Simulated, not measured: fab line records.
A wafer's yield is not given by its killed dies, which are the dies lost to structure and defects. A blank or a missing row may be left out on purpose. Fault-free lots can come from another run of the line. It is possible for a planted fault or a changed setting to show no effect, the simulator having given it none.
Which tool did it?	flow gf180mcu	Sampling: 13 lots, 39 wafers, 4 of 602 route steps

WHAT THE GAUGES READ, wafer by wafer
GF_V5_OVL_MEAS_15.
lot	measured	on	V5_OVL (nm)
L914	day 27 14:10	overlay-01	-17 -12 -5
L915	day 27 16:19	overlay-02	8 6 1
L916	day 28 02:26	overlay-02	-3 3 -4
L917	day 28 14:17	overlay-01	-5 -6 -1
L919	day 29 05:42	overlay-01	-4 -10 -11
L920	day 29 14:14	overlay-02	-2 -8 -10
L921	day 29 21:40	overlay-02	-13 -7 -9
L922	day 29 23:46	overlay-02	-16 -10 -5
L926	day 30 23:40	overlay-02	-2 -3 -3
L928	day 31 13:16	overlay-02	-5 -10 -3
L933	day 32 20:10	overlay-02	1 -14 -16
L934	day 33 01:55	overlay-01	3 5 1
L936	day 33 12:37	overlay-01	-4 -5 4

EACH LOT AND THE TOOL THAT RAN IT (in order: tool; ch and the chambers of the sampled wafers; start)
lot	GF_POLY_GATE_ETCH_12	GF_M5_ETCH_09	GF_M5_METAL_ETCH_10
L914	rie_diel-03 ch 1,2, day 9 13:34	rie_diel-03 ch 1,2, day 26 16:45	rie_metal-02 ch 0, day 26 16:46
L915	rie_diel-03 ch 0,2,3, day 9 18:22	rie_diel-02 ch 0,3, day 26 18:47	rie_metal-02 ch 0, day 26 18:49
L916	rie_diel-03 ch 0,3, day 10 00:00	rie_diel-04 ch 0,1,3, day 27 05:08	rie_metal-04 ch 0, day 27 05:17
L917	rie_diel-02 ch 0,1, day 10 13:41	rie_diel-02 ch 0,2, day 27 17:53	rie_metal-01 ch 0,1, day 27 17:55
L919	rie_diel-02 ch 0,1,3, day 10 23:36	rie_diel-04 ch 1,2,3, day 28 09:07	rie_metal-02 ch 0,1, day 28 09:10
L920	rie_diel-03 ch 0,1, day 11 10:44	rie_diel-02 ch 0,1,2, day 28 17:31	rie_metal-04 ch 0,1, day 28 17:32
L921	rie_diel-03 ch 1,2, day 11 15:21	rie_diel-02 ch 0,1, day 29 01:28	rie_metal-01 ch 0, day 29 01:33
L922	rie_diel-02 ch 0,2,3, day 11 21:36	rie_diel-03 ch 0,1,2, day 29 02:44	rie_metal-04 ch 0,1, day 29 02:46
L926	rie_diel-03 ch 0,1,2, day 13 00:38	rie_diel-04 ch 0,1,2, day 30 04:08	rie_metal-02 ch 0,1, day 30 04:12
L928	rie_diel-03 ch 0,1,3, day 13 15:52	rie_diel-03 ch 0,3, day 30 18:16	rie_metal-04 ch 0,1, day 30 18:17
L933	rie_diel-04 ch 0,2,3, day 15 02:37	rie_diel-02 ch 1,3, day 32 02:07	rie_metal-02 ch 0,1, day 32 02:08
L934	rie_diel-04 ch 1,3, day 15 13:01	rie_diel-02 ch 1,3, day 32 08:52	rie_metal-01 ch 0,1, day 32 08:53
L936	rie_diel-04 ch 1,2,3, day 16 02:46	rie_diel-03 ch 0,1,2, day 32 19:29	rie_metal-01 ch 0,1, day 32 19:31
- GF_POLY_GATE_ETCH_12: etches BARC in N2/H2.
- GF_M5_ETCH_09: etches Si3N4 in CF4/O2, target depth 52 nm, time 11.6 s.
- GF_M5_METAL_ETCH_10: etches the open film in Cl2/BCl3, stops on SiO2, target depth 627.5 nm, time 104.6 s.

WHAT THE TOOLS THEMSELVES READ (means of the sampled wafers that have a number; where no wafer has one, the mark that the record gives instead)
GF_POLY_GATE_ETCH_12.
lot	tool	drypump_motor_current_A (A)	oes_product_au (a.u.)	throttle_valve_pct (%)
L914	rie_diel-03	4.8	0.737	13.215
L915	rie_diel-03	6.1	0.737	13.216
L916	rie_diel-03	6.6	0.737	13.225
L917	rie_diel-02	5.7	0.741	13.217
L919	rie_diel-02	5.5	0.736	13.203
L920	rie_diel-03	5.2	0.739	13.214
L921	rie_diel-03	4.8	0.737	13.213
L922	rie_diel-02	5.7	0.739	13.222
L926	rie_diel-03	5.4	0.738	13.217
L928	rie_diel-03	5.9	0.732	13.221
L933	rie_diel-04	5.5	0.735	13.214
L934	rie_diel-04	5.6	0.735	13.206
L936	rie_diel-04	5.4	0.736	13.225

GF_M5_ETCH_09.
lot	tool	drypump_motor_current_A (A)	oes_product_au (a.u.)	throttle_valve_pct (%)
L914	rie_diel-03	4.9	1.002	5.970
L915	rie_diel-02	5.6	0.985	5.968
L916	rie_diel-04	5.8	0.998	5.977
L917	rie_diel-02	6.1	0.996	5.967
L919	rie_diel-04	5.4	0.991	5.969
L920	rie_diel-02	5.9	0.996	5.973
L921	rie_diel-02	5.8	0.990	5.974
L922	rie_diel-03	5.4	0.999	5.965
L926	rie_diel-04	5.2	1.007	5.960
L928	rie_diel-03	6.6	0.997	5.978
L933	rie_diel-02	5.5	1.008	5.983
L934	rie_diel-02	5.5	1.000	5.969
L936	rie_diel-03	5.4	0.997	5.976

GF_M5_METAL_ETCH_10.
lot	tool	drypump_motor_current_A (A)	oes_product_au (a.u.)	throttle_valve_pct (%)
L914	rie_metal-02	5.5	0.970	28.251
L915	rie_metal-02	5.6	0.981	28.243
L916	rie_metal-04	6.3	0.972	28.260
L917	rie_metal-01	6.4	0.971	28.247
L919	rie_metal-02	5.6	0.959	28.259
L920	rie_metal-04	5.9	0.972	28.243
L921	rie_metal-01	6.7	0.976	28.241
L922	rie_metal-04	5.5	0.970	28.247
L926	rie_metal-02	5.7	0.970	28.253
L928	rie_metal-04	5.9	0.977	28.248
L933	rie_metal-02	5.7	0.970	28.253
L934	rie_metal-01	6.4	0.968	28.254
L936	rie_metal-01	6.4	0.970	28.258

THE ANSWER, worked out from the rows above alone
Rule: the lots themselves supply what counts as usual. The widest of any qualifying gaps counts: lots, ordered by their means at a reading, are off when they make up no more than a third of the lots, leave a main group of 4 or more, and stand apart from it by 3 or more times the standard deviation of that group's means. A main group whose means are all the same, to the digits that the tables above print for the reading, isn't used. A lot without any number at a reading at which 4 lots or more have one is off too. Any other lot the step has rows for is counted as sound. The gauges are gone through in route order, then the tools' own readings, and for those a lot's mean is taken as printed above. The first step at which some lot is off is used, and at that step the reading that is off furthest; a lot without a number counts as furthest.
Nothing can be told from this: no lot is off at any reading shown.

WHAT WAS PUT IN BY THE SIMULATOR
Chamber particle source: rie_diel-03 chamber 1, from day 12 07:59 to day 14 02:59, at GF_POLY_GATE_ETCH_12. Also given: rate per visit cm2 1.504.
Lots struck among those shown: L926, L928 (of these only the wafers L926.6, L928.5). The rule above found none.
